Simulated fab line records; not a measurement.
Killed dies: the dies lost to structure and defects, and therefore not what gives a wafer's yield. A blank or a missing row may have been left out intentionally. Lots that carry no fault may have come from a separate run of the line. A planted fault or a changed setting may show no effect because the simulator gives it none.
Which tool is to blame? -- flow sky130 -- Sampling: 7 lots, 21 wafers, 5 of 708 route steps

== WHAT EACH GAUGE READ, for each wafer ==
SKY_VIA1_THK_MEAS_01. Usual: for VIA1_HDPCVD_THK the level is 1027 nm and the standard deviation is 14.
lot,measured,on,VIA1_HDPCVD_THK (nm),flag
L658,day 32 14:14,film-metro-03,1033 1011 1049,
L659,day 32 23:58,film-metro-03,1023 1046 1035,
L660,day 33 03:55,film-metro-01,1037 1050 1010,
L669,day 36 10:16,film-metro-03,1030 1028 504,OFF
L676,day 38 11:11,film-metro-02,1050 1045 1043,
L677,day 38 18:04,film-metro-03,1048 1044 1038,
L678,day 39 00:58,film-metro-02,1044 1030 1044,

SKY_VIA1_BOW_MEAS_03. Usual: for VIA1_BOW the level is 81 um and the standard deviation is 6.9.
lot,measured,on,VIA1_BOW (um),flag
L658,day 32 14:37,film-metro-01,85 102 86,
L659,day 33 00:20,film-metro-01,92 83 78,
L660,day 33 04:17,film-metro-03,85 75 82,
L669,day 36 10:38,film-metro-01,67 61 69,
L676,day 38 11:32,film-metro-03,86 80 90,
L677,day 38 18:27,film-metro-02,71 75 84,
L678,day 39 01:20,film-metro-02,93 79 65,

== TOOL THAT RAN EACH LOT (tool first, then ch and the chambers of the sampled wafers, then the start) ==
lot,SKY_CONTACT_STRIP_19,SKY_METAL1_SPUTTER_00,SKY_VIA1_HDPCVD_00
L658,"plasma-asher-03 ch 0,1, day 31 08:37","pvd-sputter-02, day 31 09:54","hdpcvd-01 ch 1,2, day 32 14:04"
L659,"plasma-asher-04 ch 0,1, day 31 18:34","pvd-sputter-01, day 31 19:48","hdpcvd-01 ch 0,1, day 32 23:52"
L660,"plasma-asher-01 ch 0,1, day 31 22:33","pvd-sputter-01, day 31 23:47","hdpcvd-01 ch 0,1,2, day 33 03:49"
L669,"plasma-asher-03 ch 0,1, day 35 05:24","pvd-sputter-04, day 35 06:45","hdpcvd-02 ch 0,1,2, day 36 10:09"
L676,"plasma-asher-01 ch 0,1, day 37 05:51","pvd-sputter-04, day 37 07:26","hdpcvd-01 ch 0,1, day 38 11:04"
L677,"plasma-asher-01 ch 0,1, day 37 12:57","pvd-sputter-02, day 37 14:23","hdpcvd-01 ch 1,2, day 38 17:56"
L678,"plasma-asher-04 ch 0,1, day 37 20:37","pvd-sputter-02, day 37 21:53","hdpcvd-01 ch 0,1, day 39 00:51"
- SKY_CONTACT_STRIP_19: strips in O2/N2.
- SKY_METAL1_SPUTTER_00: material Ti, target thk 15 nm, time 10 s.
- SKY_VIA1_HDPCVD_00: deposits SiO2, target thk 1030 nm, time 171.7 s.

== WHAT THE TOOLS THEMSELVES READ (means of the sampled wafers that have a number; where no wafer has one, the mark that the record gives instead) ==
SKY_CONTACT_STRIP_19. Usual: drypump-motor-current-A 6.09 A, standard deviation 0.22; n2-flow-sccm 300.0 sccm, standard deviation 0.84; oes-product-au 0.380 a.u., standard deviation 0.0044; strip-time-to-endpoint-s 3.622 s, standard deviation 0.029.
lot,tool,drypump-motor-current-A (A),n2-flow-sccm (sccm),oes-product-au (a.u.),strip-time-to-endpoint-s (s),flag
L658,plasma-asher-03,6.22,299.8,0.376,3.619,
L659,plasma-asher-04,5.80,298.8,0.383,3.613,
L660,plasma-asher-01,6.25,299.1,0.376,3.580,
L669,plasma-asher-03,6.22,300.1,0.380,3.628,
L676,plasma-asher-01,6.14,300.1,0.381,3.623,
L677,plasma-asher-01,6.27,300.6,0.382,3.639,
L678,plasma-asher-04,5.83,300.7,0.382,3.640,

SKY_METAL1_SPUTTER_00. Usual: 30.5 % for throttle-valve-pct, sd 0.97.
lot,tool,throttle-valve-pct (%),flag
L658,pvd-sputter-02,31.5,
L659,pvd-sputter-01,30.6,
L660,pvd-sputter-01,30.1,
L669,pvd-sputter-04,30.1,
L676,pvd-sputter-04,30.3,
L677,pvd-sputter-02,31.5,
L678,pvd-sputter-02,30.6,

SKY_VIA1_HDPCVD_00. Usual: 60.00 sccm for sih4-flow-sccm, sd 0.17.
lot,tool,sih4-flow-sccm (sccm),flag
L658,hdpcvd-01,59.91,
L659,hdpcvd-01,59.98,
L660,hdpcvd-01,59.92,
L669,hdpcvd-02,49.95,OFF
L676,hdpcvd-01,59.90,
L677,hdpcvd-01,60.02,
L678,hdpcvd-01,60.00,

== THE ANSWER, worked out from the rows above alone ==
Rule: a lot is off if the mean of its wafers that have a number lies more than 3 standard deviations from the usual mean. Also off: a lot with no number at a reading for which 4 or more lots have one. Any other lot the step has rows for is counted as sound. The gauges are gone through in route order, then the tools' own readings, and for those a lot's mean is taken as printed above. At the first step where some lot is off, the reading lying furthest off is the one used; lots without a number count as furthest.
Off: L669, at SKY_VIA1_THK_MEAS_01 (VIA1_HDPCVD_THK).
If a tool, at a process step before that reading, ran all the lots that are off and no sound lot after the first of them, it fits. Not tried: the gauges at SKY_VIA1_THK_MEAS_01; whatever is off there is also off at SKY_VIA1_HDPCVD_00, on other tools, and gauge error can't account for it. Undecided on this evidence; 2 tools fit (plasma-asher-03 at SKY_CONTACT_STRIP_19, hdpcvd-02 at SKY_VIA1_HDPCVD_00).

== WHAT WAS PUT IN BY THE SIMULATOR ==
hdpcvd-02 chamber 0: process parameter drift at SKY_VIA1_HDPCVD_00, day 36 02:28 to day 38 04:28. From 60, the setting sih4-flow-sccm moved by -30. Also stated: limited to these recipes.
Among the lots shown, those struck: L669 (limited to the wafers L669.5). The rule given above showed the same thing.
